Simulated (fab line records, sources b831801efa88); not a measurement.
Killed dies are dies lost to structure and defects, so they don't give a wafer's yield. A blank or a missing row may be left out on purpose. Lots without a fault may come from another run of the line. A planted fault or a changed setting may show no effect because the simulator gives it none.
Chamber matching | flow gf180mcu | GF_V1_CVD_02 on pecvd-04: 3 sister chambers
The step deposits SiO2 from TEOS, target thk 850 nm, time 94.851 s. 3 wafers are shown with their chamber, then 8 later ones without.

WAFERS WITH THEIR CHAMBER
wafer  | chamber | heater_power_w (W)
L117.2 | 0       | 583
L117.6 | 1       | 663
L120.3 | 2       | 697

WAFERS WITHOUT THEIR CHAMBER
wafer  | heater_power_w (W)
L120.5 | 721
L120.6 | 540
L131.1 | 657
L131.2 | 670
L131.4 | 715
L132.1 | 546
L132.3 | 635
L132.4 | 567

WHICH CHAMBER EACH WENT THROUGH
wafer  | from the rows above          | in truth
L120.5 | can't be placed: 2 or 1      | 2
L120.6 | 0                            | 0
L131.1 | can't be placed: 1 or 2      | 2
L131.2 | can't be placed: 1 or 2      | 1
L131.4 | can't be placed: 2 or 1      | 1
L132.1 | 0                            | 0
L132.3 | can't be placed: 1 or 0 or 2 | 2
L132.4 | 0                            | 0
Placed correctly: 3 of 8. Can't be placed from these rows: 5 (the true chamber is among the candidates in 5). Placed wrongly: 0.
How it was worked out, from the rows above alone: a wafer's distance from a chamber is the root of the sum, over the readings, of the square of ((its reading less the chamber's mean) divided by the reading's scatter). The wafer belongs to the nearest chamber; if the next one is less than 2 further off, it can't be placed. A chamber's mean is the mean of its shown wafers. The scatter: with one shown wafer a chamber, the root of the mean of the squares of how far each hidden wafer lies from its nearest shown one.
